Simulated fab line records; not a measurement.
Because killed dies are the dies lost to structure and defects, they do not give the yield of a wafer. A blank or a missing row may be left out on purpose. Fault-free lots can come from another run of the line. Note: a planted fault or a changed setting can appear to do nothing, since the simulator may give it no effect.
Which tool was responsible? / flow sfq line / 42 wafers from 14 lots sampled at 5 of the route's 325 steps

== WHAT EACH GAUGE READ, for each wafer ==
SFQ_INCOMING_BOW_MEAS_900.
lot=L687; measured=day 1 20:00; on=film metro-01; INCOMING_BOW (um)=-8 -4 0
lot=L689; measured=day 2 06:00; on=film metro-02; INCOMING_BOW (um)=2 9 14
lot=L690; measured=day 2 11:01; on=film metro-02; INCOMING_BOW (um)=-9 -2 -4
lot=L692; measured=day 2 21:00; on=film metro-02; INCOMING_BOW (um)=5 5 0
lot=L695; measured=day 3 12:00; on=film metro-02; INCOMING_BOW (um)=1 -12 -17
lot=L696; measured=day 3 17:04; on=film metro-01; INCOMING_BOW (um)=-12 -2 7
lot=L697; measured=day 3 22:00; on=film metro-04; INCOMING_BOW (um)=-4 -13 3
lot=L698; measured=day 4 03:02; on=film metro-01; INCOMING_BOW (um)=-2 2 9
lot=L699; measured=day 4 08:01; on=film metro-04; INCOMING_BOW (um)=0 -4 -2
lot=L700; measured=day 4 13:02; on=film metro-02; INCOMING_BOW (um)=-2 9 3
lot=L704; measured=day 5 09:00; on=film metro-01; INCOMING_BOW (um)=0 8 16
lot=L705; measured=day 5 14:01; on=film metro-02; INCOMING_BOW (um)=-1 11 -6
lot=L706; measured=day 5 19:01; on=film metro-04; INCOMING_BOW (um)=-2 12 -9
lot=L708; measured=day 6 05:02; on=film metro-02; INCOMING_BOW (um)=-3 -9 4

SFQ_M0_RS_MEAS_904: the measuring method here is four-point-probe.
lot=L687; measured=day 8 13:23; on=film metro-01; M0_NB_RS (ohm/sq)=0.875 0.883 0.880
lot=L689; measured=day 9 07:45; on=film metro-01; M0_NB_RS (ohm/sq)=0.889 0.899 0.891
lot=L690; measured=day 9 16:10; on=film metro-03; M0_NB_RS (ohm/sq)=0.883 0.892 0.886
lot=L692; measured=day 10 11:23; on=film metro-03; M0_NB_RS (ohm/sq)=0.885 0.885 0.875
lot=L695; measured=day 11 05:32; on=film metro-03; M0_NB_RS (ohm/sq)=0.882 0.899 0.884
lot=L696; measured=day 11 10:13; on=film metro-03; M0_NB_RS (ohm/sq)=0.893 0.889 0.886
lot=L697; measured=day 11 17:22; on=film metro-01; M0_NB_RS (ohm/sq)=0.853 0.842 0.835
lot=L698; measured=day 11 21:50; on=film metro-03; M0_NB_RS (ohm/sq)=0.860 0.851 0.863
lot=L699; measured=day 12 05:23; on=film metro-03; M0_NB_RS (ohm/sq)=0.889 0.884 0.882
lot=L700; measured=day 12 13:48; on=film metro-04; M0_NB_RS (ohm/sq)=0.883 0.874 0.887
lot=L704; measured=day 13 16:40; on=film metro-04; M0_NB_RS (ohm/sq)=0.899 0.896 0.896
lot=L705; measured=day 14 15:52; on=film metro-04; M0_NB_RS (ohm/sq)=0.884 0.885 0.885
lot=L706; measured=day 15 01:35; on=film metro-03; M0_NB_RS (ohm/sq)=0.892 0.897 0.882
lot=L708; measured=day 15 16:00; on=film metro-01; M0_NB_RS (ohm/sq)=0.862 0.870 0.875

SFQ_M1_RS_MEAS_909: the measuring method here is four-point-probe.
lot=L687; measured=day 13 16:31; on=film metro-01; M1_NB_RS (ohm/sq)=0.890 0.908 0.894
lot=L689; measured=day 15 03:28; on=film metro-01; M1_NB_RS (ohm/sq)=0.881 0.902 0.887
lot=L690; measured=day 15 09:28; on=film metro-02; M1_NB_RS (ohm/sq)=0.868 0.878 0.874
lot=L692; measured=day 15 21:17; on=film metro-01; M1_NB_RS (ohm/sq)=0.877 0.873 0.870
lot=L695; measured=day 23 02:38; on=film metro-01; M1_NB_RS (ohm/sq)=0.873 0.874 0.873
lot=L696; measured=day 23 12:53; on=film metro-04; M1_NB_RS (ohm/sq)=0.905 0.913 0.914
lot=L697; measured=day 24 01:26; on=film metro-01; M1_NB_RS (ohm/sq)=0.881 0.897 0.890
lot=L698; measured=day 24 09:52; on=film metro-02; M1_NB_RS (ohm/sq)=0.903 0.900 0.911
lot=L699; measured=day 24 19:27; on=film metro-04; M1_NB_RS (ohm/sq)=0.877 0.879 0.877
lot=L700; measured=day 25 02:52; on=film metro-01; M1_NB_RS (ohm/sq)=0.892 0.901 0.893
lot=L704; measured=day 26 09:58; on=film metro-04; M1_NB_RS (ohm/sq)=0.890 0.874 0.871
lot=L705; measured=day 27 18:31; on=film metro-04; M1_NB_RS (ohm/sq)=0.883 0.889 0.886
lot=L706; measured=day 28 01:37; on=film metro-01; M1_NB_RS (ohm/sq)=0.903 0.895 0.914
lot=L708; measured=day 28 22:02; on=film metro-02; M1_NB_RS (ohm/sq)=0.888 0.882 0.882

== WHICH TOOL RAN EACH LOT (tool, then ch and the chambers of the sampled wafers, then the start) ==
lot=L687; SFQ_TRILAYER_M0_DEP_SPUTTER_019=pvd sputter-03, day 8 13:17; SFQ_TRILAYER_M1_DEP_SPUTTER_037=pvd sputter-03, day 13 16:25
lot=L689; SFQ_TRILAYER_M0_DEP_SPUTTER_019=pvd sputter-04, day 9 07:40; SFQ_TRILAYER_M1_DEP_SPUTTER_037=pvd sputter-03, day 15 03:22
lot=L690; SFQ_TRILAYER_M0_DEP_SPUTTER_019=pvd sputter-05, day 9 16:04; SFQ_TRILAYER_M1_DEP_SPUTTER_037=pvd sputter-05, day 15 09:21
lot=L692; SFQ_TRILAYER_M0_DEP_SPUTTER_019=pvd sputter-03, day 10 11:17; SFQ_TRILAYER_M1_DEP_SPUTTER_037=pvd sputter-05, day 15 21:11
lot=L695; SFQ_TRILAYER_M0_DEP_SPUTTER_019=pvd sputter-04, day 11 05:26; SFQ_TRILAYER_M1_DEP_SPUTTER_037=pvd sputter-03, day 23 02:32
lot=L696; SFQ_TRILAYER_M0_DEP_SPUTTER_019=pvd sputter-03, day 11 10:04; SFQ_TRILAYER_M1_DEP_SPUTTER_037=pvd sputter-06, day 23 12:44
lot=L697; SFQ_TRILAYER_M0_DEP_SPUTTER_019=pvd sputter-04, day 11 17:16; SFQ_TRILAYER_M1_DEP_SPUTTER_037=pvd sputter-05, day 24 01:20
lot=L698; SFQ_TRILAYER_M0_DEP_SPUTTER_019=pvd sputter-04, day 11 20:52; SFQ_TRILAYER_M1_DEP_SPUTTER_037=pvd sputter-06, day 24 09:44
lot=L699; SFQ_TRILAYER_M0_DEP_SPUTTER_019=pvd sputter-03, day 12 05:16; SFQ_TRILAYER_M1_DEP_SPUTTER_037=pvd sputter-06, day 24 19:20
lot=L700; SFQ_TRILAYER_M0_DEP_SPUTTER_019=pvd sputter-03, day 12 13:40; SFQ_TRILAYER_M1_DEP_SPUTTER_037=pvd sputter-06, day 25 02:44
lot=L704; SFQ_TRILAYER_M0_DEP_SPUTTER_019=pvd sputter-05, day 13 16:34; SFQ_TRILAYER_M1_DEP_SPUTTER_037=pvd sputter-05, day 26 09:52
lot=L705; SFQ_TRILAYER_M0_DEP_SPUTTER_019=pvd sputter-03, day 14 15:45; SFQ_TRILAYER_M1_DEP_SPUTTER_037=pvd sputter-06, day 27 18:23
lot=L706; SFQ_TRILAYER_M0_DEP_SPUTTER_019=pvd sputter-05, day 15 01:28; SFQ_TRILAYER_M1_DEP_SPUTTER_037=pvd sputter-03, day 28 01:31
lot=L708; SFQ_TRILAYER_M0_DEP_SPUTTER_019=pvd sputter-04, day 15 15:52; SFQ_TRILAYER_M1_DEP_SPUTTER_037=pvd sputter-05, day 28 21:55
- SFQ_TRILAYER_M0_DEP_SPUTTER_019: material Nb, target thk 200 nm, time 133.3 s.
- SFQ_TRILAYER_M1_DEP_SPUTTER_037: material Nb, target thk 200 nm, time 133.3 s.

== WHAT THE TOOLS THEMSELVES READ (means of the sampled wafers that have a number; where no wafer has one, the mark that the record gives instead) ==
SFQ_TRILAYER_M0_DEP_SPUTTER_019.
lot=L687; tool=pvd sputter-03; cathode dc power W (W)=2000.2; throttle valve pct (%)=29.6
lot=L689; tool=pvd sputter-04; cathode dc power W (W)=2000.2; throttle valve pct (%)=30.2
lot=L690; tool=pvd sputter-05; cathode dc power W (W)=1999.9; throttle valve pct (%)=29.2
lot=L692; tool=pvd sputter-03; cathode dc power W (W)=2000.0; throttle valve pct (%)=29.8
lot=L695; tool=pvd sputter-04; cathode dc power W (W)=2000.1; throttle valve pct (%)=30.7
lot=L696; tool=pvd sputter-03; cathode dc power W (W)=2000.0; throttle valve pct (%)=29.7
lot=L697; tool=pvd sputter-04; cathode dc power W (W)=2103.5; throttle valve pct (%)=31.2
lot=L698; tool=pvd sputter-04; cathode dc power W (W)=2103.3; throttle valve pct (%)=30.5
lot=L699; tool=pvd sputter-03; cathode dc power W (W)=1999.9; throttle valve pct (%)=30.1
lot=L700; tool=pvd sputter-03; cathode dc power W (W)=1999.8; throttle valve pct (%)=29.7
lot=L704; tool=pvd sputter-05; cathode dc power W (W)=2000.4; throttle valve pct (%)=29.0
lot=L705; tool=pvd sputter-03; cathode dc power W (W)=2000.1; throttle valve pct (%)=29.4
lot=L706; tool=pvd sputter-05; cathode dc power W (W)=2000.1; throttle valve pct (%)=29.2
lot=L708; tool=pvd sputter-04; cathode dc power W (W)=2000.0; throttle valve pct (%)=31.2

SFQ_TRILAYER_M1_DEP_SPUTTER_037.
lot=L687; tool=pvd sputter-03; cathode dc power W (W)=2000.1; throttle valve pct (%)=29.8
lot=L689; tool=pvd sputter-03; cathode dc power W (W)=2000.2; throttle valve pct (%)=29.7
lot=L690; tool=pvd sputter-05; cathode dc power W (W)=1999.8; throttle valve pct (%)=29.2
lot=L692; tool=pvd sputter-05; cathode dc power W (W)=1999.9; throttle valve pct (%)=29.0
lot=L695; tool=pvd sputter-03; cathode dc power W (W)=1999.9; throttle valve pct (%)=29.5
lot=L696; tool=pvd sputter-06; cathode dc power W (W)=1999.8; throttle valve pct (%)=29.7
lot=L697; tool=pvd sputter-05; cathode dc power W (W)=1999.6; throttle valve pct (%)=29.3
lot=L698; tool=pvd sputter-06; cathode dc power W (W)=2000.3; throttle valve pct (%)=30.2
lot=L699; tool=pvd sputter-06; cathode dc power W (W)=2000.1; throttle valve pct (%)=29.9
lot=L700; tool=pvd sputter-06; cathode dc power W (W)=2000.4; throttle valve pct (%)=29.1
lot=L704; tool=pvd sputter-05; cathode dc power W (W)=1999.8; throttle valve pct (%)=29.3
lot=L705; tool=pvd sputter-06; cathode dc power W (W)=1999.6; throttle valve pct (%)=29.9
lot=L706; tool=pvd sputter-03; cathode dc power W (W)=2000.2; throttle valve pct (%)=29.6
lot=L708; tool=pvd sputter-05; cathode dc power W (W)=2000.0; throttle valve pct (%)=29.0

== THE ANSWER, worked out from the rows above alone ==
Rule: usual is defined by the lots themselves. Put in order of their means at a reading, lots are off if they are a third of the lots or fewer, leave a main group of 4 or more, and stand apart from it by a gap of 3 or more times the standard deviation of the main group's means; of several such gaps the widest counts. If all means in a main group match to the digits the tables above print for the reading, that group is not used. A lot without any number at a reading at which 4 lots or more have one is off too. Any other lot the step has rows for is counted as sound. The gauges are gone through in route order, then the tools' own readings, and for those a lot's mean is taken as printed above. At the first step where some lot is off, the reading lying furthest off is the one used; lots without a number count as furthest.
Off: L697, L698 (SFQ_TRILAYER_M0_DEP_SPUTTER_019, cathode dc power W). The main group has a mean of 2000.1 W with a standard deviation of 0.16.
If a tool, at that step or one of the process steps before it, ran each lot that is off and ran no sound lot following the first of them, it fits. None of those tried fits.

== WHAT THE SIMULATOR HAD PUT IN ==
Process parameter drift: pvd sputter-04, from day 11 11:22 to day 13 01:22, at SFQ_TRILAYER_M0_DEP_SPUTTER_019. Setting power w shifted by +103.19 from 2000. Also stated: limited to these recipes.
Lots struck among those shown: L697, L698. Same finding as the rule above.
